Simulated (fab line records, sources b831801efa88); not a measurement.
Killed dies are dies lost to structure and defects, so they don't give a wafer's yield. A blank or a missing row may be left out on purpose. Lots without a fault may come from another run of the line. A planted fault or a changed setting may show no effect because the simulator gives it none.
Which tool did it? | flow gf180mcu | 12 lots, 36 wafers sampled, at 4 steps of a route of 602

WHAT THE GAUGES READ, wafer by wafer
GF_DNWELL_TW_MEAS_09.
lot  | measured    | on            | DNWELL_TW
L904 | day 3 00:23 | film_metro-04 | 1322 1330 1325
L906 | day 3 10:13 | film_metro-04 | 1324 1325 1322
L907 | day 3 17:14 | film_metro-03 | 1325 1320 1325
L913 | day 5 02:14 | film_metro-02 | 1358 1354 1365
L914 | day 5 06:49 | film_metro-03 | 30 30 30
L918 | day 6 01:51 | film_metro-02 | 1352 1346 1344
L919 | day 6 08:55 | film_metro-03 | 1339 1335 1339
L922 | day 6 23:59 | film_metro-02 | 1357 1358 1351
L923 | day 7 07:00 | film_metro-02 | 1362 1362 1370
L924 | day 7 11:14 | film_metro-02 | 1359 1358 1356
L925 | day 7 15:07 | film_metro-04 | 1319 1330 1332
L926 | day 7 20:23 | film_metro-03 | 1334 1334 1332

GF_NWELL_TW_MEAS_11.
lot  | measured    | on            | NWELL_TW
L904 | day 3 13:10 | film_metro-01 | 1555 1555 1557
L906 | day 3 23:07 | film_metro-04 | 1544 1542 1546
L907 | day 4 06:14 | film_metro-04 | 1544 1549 1547
L913 | day 5 17:08 | film_metro-02 | 1581 1587 1581
L914 | day 5 21:45 | film_metro-02 | 1851 1855 1856
L918 | day 6 17:23 | film_metro-01 | 1549 1551 1558
L919 | day 7 00:48 | film_metro-04 | 1542 1536 1547
L922 | day 7 16:26 | film_metro-04 | 1546 1542 1542
L923 | day 7 23:32 | film_metro-04 | 1547 1545 1542
L924 | day 8 03:50 | film_metro-04 | 1553 1547 1558
L925 | day 8 07:59 | film_metro-01 | 1553 1561 1559
L926 | day 8 13:19 | film_metro-01 | 1567 1557 1563

GF_M1_RS_MEAS_05: measures by four-point-probe.
lot  | measured     | on            | M1_ALCU_RS (ohm/sq)
L904 | day 16 10:33 | film_metro-03 | 0.0696 0.0691 0.0693
L906 | day 17 00:35 | film_metro-02 | 0.0701 0.0701 0.0706
L907 | day 17 15:52 | film_metro-02 | 0.0692 0.0701 0.0692
L913 | day 20 02:55 | film_metro-01 | 0.0688 0.0688 0.0692
L914 | day 20 10:39 | film_metro-03 | 0.0705 0.0711 0.0699
L918 | day 21 15:50 | film_metro-03 | 0.0709 0.0703 0.0704
L919 | day 22 00:29 | film_metro-01 | 0.0696 0.0693 0.0686
L922 | day 23 01:53 | film_metro-02 | 0.0710 0.0703 0.0701
L923 | day 23 11:30 | film_metro-03 | 0.0689 0.0693 0.0685
L924 | day 23 16:47 | film_metro-01 | 0.0698 0.0693 0.0685
L925 | day 23 21:59 | film_metro-01 | 0.0706 0.0698 0.0705
L926 | day 24 04:20 | film_metro-03 | 0.0688 0.0698 0.0699

WHICH TOOL RAN EACH LOT (tool, then ch and the chambers of the sampled wafers, then the start)
lot  | GF_DNWELL_EXPOSE_04
L904 | iline_stepper-01 ch 0, day 2 18:25
L906 | iline_stepper-01 ch 0, day 3 03:52
L907 | iline_stepper-02 ch 0, day 3 11:04
L913 | iline_stepper-02 ch 0, day 4 19:34
L914 | iline_stepper-01 ch 0, day 4 23:49
L918 | iline_stepper-02 ch 0, day 5 18:11
L919 | iline_stepper-01 ch 0, day 6 01:48
L922 | iline_stepper-01 ch 0, day 6 16:25
L923 | iline_stepper-02 ch 0, day 6 23:07
L924 | iline_stepper-01 ch 0, day 7 03:05
L925 | iline_stepper-02 ch 0, day 7 07:24
L926 | iline_stepper-01 ch 0, day 7 12:27
- GF_DNWELL_EXPOSE_04: exposes mask DNWELL, target cd 1700 nm.

WHAT THE TOOLS THEMSELVES READ (means of the sampled wafers that have a number; where no wafer has one, the mark that the record gives instead)
GF_DNWELL_EXPOSE_04.
lot  | tool             | reticle_temp_C (C) | stage_vel_mm_s (mm/s)
L904 | iline_stepper-01 | 22.96              | 500.09
L906 | iline_stepper-01 | 22.94              | 500.15
L907 | iline_stepper-02 | 23.05              | 499.82
L913 | iline_stepper-02 | 22.99              | 499.94
L914 | iline_stepper-01 | 22.98              | 500.07
L918 | iline_stepper-02 | 23.08              | 500.34
L919 | iline_stepper-01 | 23.12              | 499.89
L922 | iline_stepper-01 | 23.11              | 499.73
L923 | iline_stepper-02 | 22.93              | 499.87
L924 | iline_stepper-01 | 23.03              | 500.09
L925 | iline_stepper-02 | 23.05              | 500.14
L926 | iline_stepper-01 | 23.05              | 499.89

THE ANSWER, worked out from the rows above alone
Rule: what is usual is taken from the lots themselves. Put in order of their means at a reading, lots are off if they are a third of the lots or fewer, leave a main group of 4 or more, and stand apart from it by a gap of 3 or more times the standard deviation of the main group's means; of several such gaps the widest counts. A main group whose means are all the same, to the digits that the tables above print for the reading, isn't used. A lot without any number at a reading at which 4 lots or more have one is off too. The other lots that the step has rows for count as sound. The gauges are gone through in route order, then the tools' own readings, and for those a lot's mean is taken as printed above. The first step at which some lot is off is used, and at that step the reading that is off furthest; a lot without a number counts as furthest.
Off: L914, at GF_DNWELL_TW_MEAS_09 (DNWELL_TW). The main group: mean 1341, standard deviation 15.
A tool fits if, at a process step before that reading, it ran every lot that is off, and no sound lot after the first of them. The gauges at GF_DNWELL_TW_MEAS_09 aren't tried: what is off there is off at GF_NWELL_TW_MEAS_11 too, on other tools, and a gauge's error can't cause that. None of those tried fits.

WHAT THE SIMULATOR HAD PUT IN
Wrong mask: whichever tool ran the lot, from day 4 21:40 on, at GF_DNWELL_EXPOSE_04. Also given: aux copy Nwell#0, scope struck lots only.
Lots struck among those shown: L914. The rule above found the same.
